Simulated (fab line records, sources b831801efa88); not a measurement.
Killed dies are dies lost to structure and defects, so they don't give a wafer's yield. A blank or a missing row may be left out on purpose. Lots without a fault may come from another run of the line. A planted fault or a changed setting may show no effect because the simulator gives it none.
Which tool did it? | flow sfq_line | 6 lots, 18 wafers sampled, at 1 step of a route of 325

WHAT THE GAUGES READ, wafer by wafer
SFQ_L0_RS_MEAS_901: measures by four-point-probe.
lot  | measured    | on            | L0_MONX_KI_RS (ohm/sq)
L409 | day 1 17:36 | film_metro-01 | 43.1 43.6 42.9
L411 | day 2 03:36 | film_metro-03 | 43.0 43.4 42.7
L413 | day 2 13:37 | film_metro-04 | 43.7 43.9 43.6
L419 | day 3 19:34 | film_metro-03 | 42.6 42.7 43.1
L424 | day 4 20:37 | film_metro-03 | 43.9 43.5 43.9
L430 | day 6 02:36 | film_metro-04 | 43.6 42.9 44.0

WHICH TOOL RAN EACH LOT (tool, then ch and the chambers of the sampled wafers, then the start)
The record holds no process step before these readings.

THE ANSWER, worked out from the rows above alone
Rule: what is usual is taken from the lots themselves. Put in order of their means at a reading, lots are off if they are a third of the lots or fewer, leave a main group of 4 or more, and stand apart from it by a gap of 3 or more times the standard deviation of the main group's means; of several such gaps the widest counts. A main group whose means are all the same, to the digits that the tables above print for the reading, isn't used. A lot without any number at a reading at which 4 lots or more have one is off too. The other lots that the step has rows for count as sound.
No lot is off at any reading shown: from this, nothing can be told.

WHAT THE SIMULATOR HAD PUT IN
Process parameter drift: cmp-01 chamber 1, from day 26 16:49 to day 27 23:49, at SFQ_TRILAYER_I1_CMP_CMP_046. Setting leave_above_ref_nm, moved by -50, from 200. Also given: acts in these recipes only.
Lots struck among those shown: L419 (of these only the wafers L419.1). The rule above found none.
